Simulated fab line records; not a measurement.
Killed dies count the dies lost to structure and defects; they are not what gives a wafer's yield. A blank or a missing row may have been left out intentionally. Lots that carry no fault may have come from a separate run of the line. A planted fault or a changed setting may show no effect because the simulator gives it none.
What tool caused it? || flow gf180mcu || Sampling: 15 lots, 45 wafers, 4 of 602 route steps

## WHAT THE GAUGES SHOWED, per wafer
GF_DNWELL_TW_MEAS_09.
{"lot": "L582", "measured": "day 3 00:08", "on": "film_metro-01", "DNWELL_TW": "1352 1351 1352"}
{"lot": "L584", "measured": "day 3 08:19", "on": "film_metro-02", "DNWELL_TW": "1353 1350 1353"}
{"lot": "L586", "measured": "day 3 16:42", "on": "film_metro-01", "DNWELL_TW": "1337 1337 1345"}
{"lot": "L585", "measured": "day 3 17:43", "on": "film_metro-04", "DNWELL_TW": "1345 1348 1345"}
{"lot": "L587", "measured": "day 3 23:05", "on": "film_metro-04", "DNWELL_TW": "1358 1348 1348"}
{"lot": "L588", "measured": "day 4 02:50", "on": "film_metro-01", "DNWELL_TW": "1332 1340 1344"}
{"lot": "L589", "measured": "day 4 09:58", "on": "film_metro-01", "DNWELL_TW": "1355 1360 1351"}
{"lot": "L590", "measured": "day 4 12:17", "on": "film_metro-02", "DNWELL_TW": "1335 1340 1345"}
{"lot": "L591", "measured": "day 4 19:55", "on": "film_metro-02", "DNWELL_TW": "1341 1351 1336"}
{"lot": "L592", "measured": "day 5 01:40", "on": "film_metro-04", "DNWELL_TW": "1365 1361 1366"}
{"lot": "L594", "measured": "day 5 11:08", "on": "film_metro-04", "DNWELL_TW": "1358 1366 1355"}
{"lot": "L599", "measured": "day 6 13:18", "on": "film_metro-01", "DNWELL_TW": "1363 1364 1364"}
{"lot": "L601", "measured": "day 7 02:04", "on": "film_metro-01", "DNWELL_TW": "1361 1360 1356"}
{"lot": "L602", "measured": "day 7 04:23", "on": "film_metro-02", "DNWELL_TW": "1344 1341 1335"}
{"lot": "L605", "measured": "day 7 21:35", "on": "film_metro-02", "DNWELL_TW": "1344 1351 1353"}

GF_NWELL_OVL_MEAS_07.
{"lot": "L582", "measured": "day 3 12:52", "on": "overlay-02", "NWELL_OVL (nm)": "-0.9 -3.3 -1.3"}
{"lot": "L584", "measured": "day 3 21:10", "on": "overlay-01", "NWELL_OVL (nm)": "-1.4 0.7 1.3"}
{"lot": "L586", "measured": "day 4 04:49", "on": "overlay-02", "NWELL_OVL (nm)": "-0.7 0.7 1.0"}
{"lot": "L585", "measured": "day 4 06:53", "on": "overlay-02", "NWELL_OVL (nm)": "0.8 0.3 -1.6"}
{"lot": "L587", "measured": "day 4 12:04", "on": "overlay-01", "NWELL_OVL (nm)": "-1.8 -3.2 -2.1"}
{"lot": "L588", "measured": "day 4 16:22", "on": "overlay-02", "NWELL_OVL (nm)": "-1.5 0.1 0.3"}
{"lot": "L589", "measured": "day 4 23:37", "on": "overlay-02", "NWELL_OVL (nm)": "1.4 3.2 3.1"}
{"lot": "L590", "measured": "day 5 01:37", "on": "overlay-01", "NWELL_OVL (nm)": "0.8 2.3 2.2"}
{"lot": "L591", "measured": "day 5 09:55", "on": "overlay-02", "NWELL_OVL (nm)": "-0.5 0.7 0.5"}
{"lot": "L592", "measured": "day 5 15:07", "on": "overlay-01", "NWELL_OVL (nm)": "0.5 1.3 0.1"}
{"lot": "L594", "measured": "day 6 01:59", "on": "overlay-01", "NWELL_OVL (nm)": "-0.4 -0.9 0.6"}
{"lot": "L599", "measured": "day 7 06:01", "on": "overlay-02", "NWELL_OVL (nm)": "0.6 -0.4 -1.6"}
{"lot": "L601", "measured": "day 7 18:10", "on": "overlay-01", "NWELL_OVL (nm)": "2.0 1.2 1.9"}
{"lot": "L602", "measured": "day 7 19:46", "on": "overlay-01", "NWELL_OVL (nm)": "1.9 0.6 0.5"}
{"lot": "L605", "measured": "day 8 13:25", "on": "overlay-01", "NWELL_OVL (nm)": "0.9 2.1 1.0"}

GF_MVPSD_TW_MEAS_11.
{"lot": "L582", "measured": "day 5 06:42", "on": "film_metro-03", "MVPSD_TW": "558.7 556.7 559.4"}
{"lot": "L584", "measured": "day 5 14:49", "on": "film_metro-04", "MVPSD_TW": "552.5 555.4 552.2"}
{"lot": "L586", "measured": "day 6 00:25", "on": "film_metro-04", "MVPSD_TW": "553.7 553.4 554.3"}
{"lot": "L585", "measured": "day 6 02:41", "on": "film_metro-01", "MVPSD_TW": "555.6 553.9 557.5"}
{"lot": "L587", "measured": "day 6 08:19", "on": "film_metro-04", "MVPSD_TW": "555.5 553.1 555.9"}
{"lot": "L588", "measured": "day 6 13:08", "on": "film_metro-03", "MVPSD_TW": "558.4 559.6 559.8"}
{"lot": "L589", "measured": "day 6 21:31", "on": "film_metro-01", "MVPSD_TW": "554.4 553.3 554.5"}
{"lot": "L590", "measured": "day 6 23:04", "on": "film_metro-03", "MVPSD_TW": "558.9 557.1 563.2"}
{"lot": "L591", "measured": "day 7 08:18", "on": "film_metro-03", "MVPSD_TW": "557.3 558.9 557.1"}
{"lot": "L592", "measured": "day 7 13:59", "on": "film_metro-01", "MVPSD_TW": "559.6 559.5 556.3"}
{"lot": "L594", "measured": "day 8 02:34", "on": "film_metro-01", "MVPSD_TW": "555.1 555.1 556.9"}
{"lot": "L599", "measured": "day 9 07:32", "on": "film_metro-04", "MVPSD_TW": "552.8 549.7 550.1"}
{"lot": "L601", "measured": "day 9 21:21", "on": "film_metro-03", "MVPSD_TW": "557.5 557.3 559.4"}
{"lot": "L602", "measured": "day 9 21:52", "on": "film_metro-03", "MVPSD_TW": "557.1 554.5 558.5"}
{"lot": "L605", "measured": "day 10 18:13", "on": "film_metro-01", "MVPSD_TW": "553.6 554.5 554.0"}

## WHAT TOOL EACH LOT RAN ON (gives the tool, then ch and the chambers of the sampled wafers, and finally the start)
{"lot": "L582", "GF_MVSD_IMPLANT_08": "implanter-03 ch 0, day 4 16:10"}
{"lot": "L584", "GF_MVSD_IMPLANT_08": "implanter-01 ch 0, day 4 23:57"}
{"lot": "L586", "GF_MVSD_IMPLANT_08": "implanter-01 ch 0, day 5 09:11"}
{"lot": "L585", "GF_MVSD_IMPLANT_08": "implanter-03 ch 0, day 5 10:49"}
{"lot": "L587", "GF_MVSD_IMPLANT_08": "implanter-03 ch 0, day 5 16:53"}
{"lot": "L588", "GF_MVSD_IMPLANT_08": "implanter-03 ch 0, day 5 21:36"}
{"lot": "L589", "GF_MVSD_IMPLANT_08": "implanter-03 ch 0, day 6 05:35"}
{"lot": "L590", "GF_MVSD_IMPLANT_08": "implanter-03 ch 0, day 6 07:19"}
{"lot": "L591", "GF_MVSD_IMPLANT_08": "implanter-03 ch 0, day 6 15:15"}
{"lot": "L592", "GF_MVSD_IMPLANT_08": "implanter-01 ch 0, day 6 21:38"}
{"lot": "L594", "GF_MVSD_IMPLANT_08": "implanter-01 ch 0, day 7 09:30"}
{"lot": "L599", "GF_MVSD_IMPLANT_08": "implanter-02 ch 0, day 8 14:12"}
{"lot": "L601", "GF_MVSD_IMPLANT_08": "implanter-02 ch 0, day 9 02:54"}
{"lot": "L602", "GF_MVSD_IMPLANT_08": "implanter-02 ch 0, day 9 04:13"}
{"lot": "L605", "GF_MVSD_IMPLANT_08": "implanter-02 ch 0, day 9 23:48"}
- GF_MVSD_IMPLANT_08

## AS READ BY THE TOOLS THEMSELVES (means over the sampled wafers that have a number; for cases with no such wafer, the mark the record gives instead)
GF_MVSD_IMPLANT_08.
{"lot": "L582", "tool": "implanter-03", "beam_energy_keV": 399.74, "faraday_current_uA": 89.3}
{"lot": "L584", "tool": "implanter-01", "beam_energy_keV": 400.08, "faraday_current_uA": 92.5}
{"lot": "L586", "tool": "implanter-01", "beam_energy_keV": 399.99, "faraday_current_uA": 91.2}
{"lot": "L585", "tool": "implanter-03", "beam_energy_keV": 400.19, "faraday_current_uA": 89.1}
{"lot": "L587", "tool": "implanter-03", "beam_energy_keV": 400.07, "faraday_current_uA": 91.2}
{"lot": "L588", "tool": "implanter-03", "beam_energy_keV": 400.24, "faraday_current_uA": 90.7}
{"lot": "L589", "tool": "implanter-03", "beam_energy_keV": 390.68, "faraday_current_uA": 91.5}
{"lot": "L590", "tool": "implanter-03", "beam_energy_keV": 390.51, "faraday_current_uA": 90.6}
{"lot": "L591", "tool": "implanter-03", "beam_energy_keV": 390.53, "faraday_current_uA": 89.8}
{"lot": "L592", "tool": "implanter-01", "beam_energy_keV": 400.04, "faraday_current_uA": 89.9}
{"lot": "L594", "tool": "implanter-01", "beam_energy_keV": 400.15, "faraday_current_uA": 92.6}
{"lot": "L599", "tool": "implanter-02", "beam_energy_keV": 400.02, "faraday_current_uA": 88.9}
{"lot": "L601", "tool": "implanter-02", "beam_energy_keV": 400.14, "faraday_current_uA": 90.4}
{"lot": "L602", "tool": "implanter-02", "beam_energy_keV": 399.78, "faraday_current_uA": 89.6}
{"lot": "L605", "tool": "implanter-02", "beam_energy_keV": 399.95, "faraday_current_uA": 90.9}

## THE ANSWER, worked out from the rows above alone
Rule: what is usual is taken from the lots themselves. The widest of any qualifying gaps counts: lots, ordered by their means at a reading, are off when they make up no more than a third of the lots, leave a main group of 4 or more, and stand apart from it by 3 or more times the standard deviation of that group's means. Not used: any main group whose means are identical at the precision the tables above print for the reading. A lot without any number at a reading at which 4 lots or more have one is off too. Where the step has rows for the other lots, those lots are counted as sound. Order of review: gauges by route order, followed by the tools' own readings, for which a lot's mean as printed above is used. At the first step where some lot is off, the reading lying furthest off is the one used; lots without a number count as furthest.
Off, at GF_MVSD_IMPLANT_08 on beam_energy_keV: L589, L590, L591. The main group has a mean of 400.03 with a standard deviation of 0.15.
If a tool, at that step or one of the process steps before it, ran each lot that is off and ran no sound lot following the first of them, it fits. One fits: GF_MVSD_IMPLANT_08 on implanter-03. Its last sound lot is L588 (day 5 21:36), its first lot that is off L589 (day 6 05:35): a fault that began between those two fits.
On the lots that are off, the tool's own readings at GF_MVSD_IMPLANT_08 differ by more than 5 times the standard deviation of the sound lots' means, which bears it out; beam_energy_keV reads 390.57 there versus 400.03 on the sound lots.

## WHAT THE SIMULATOR HAD INSERTED
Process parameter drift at GF_MVSD_IMPLANT_08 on implanter-03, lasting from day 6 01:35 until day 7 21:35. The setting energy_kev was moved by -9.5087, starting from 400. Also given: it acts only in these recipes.
Lots struck among those shown: L589, L590, L591. Same finding as the rule above.
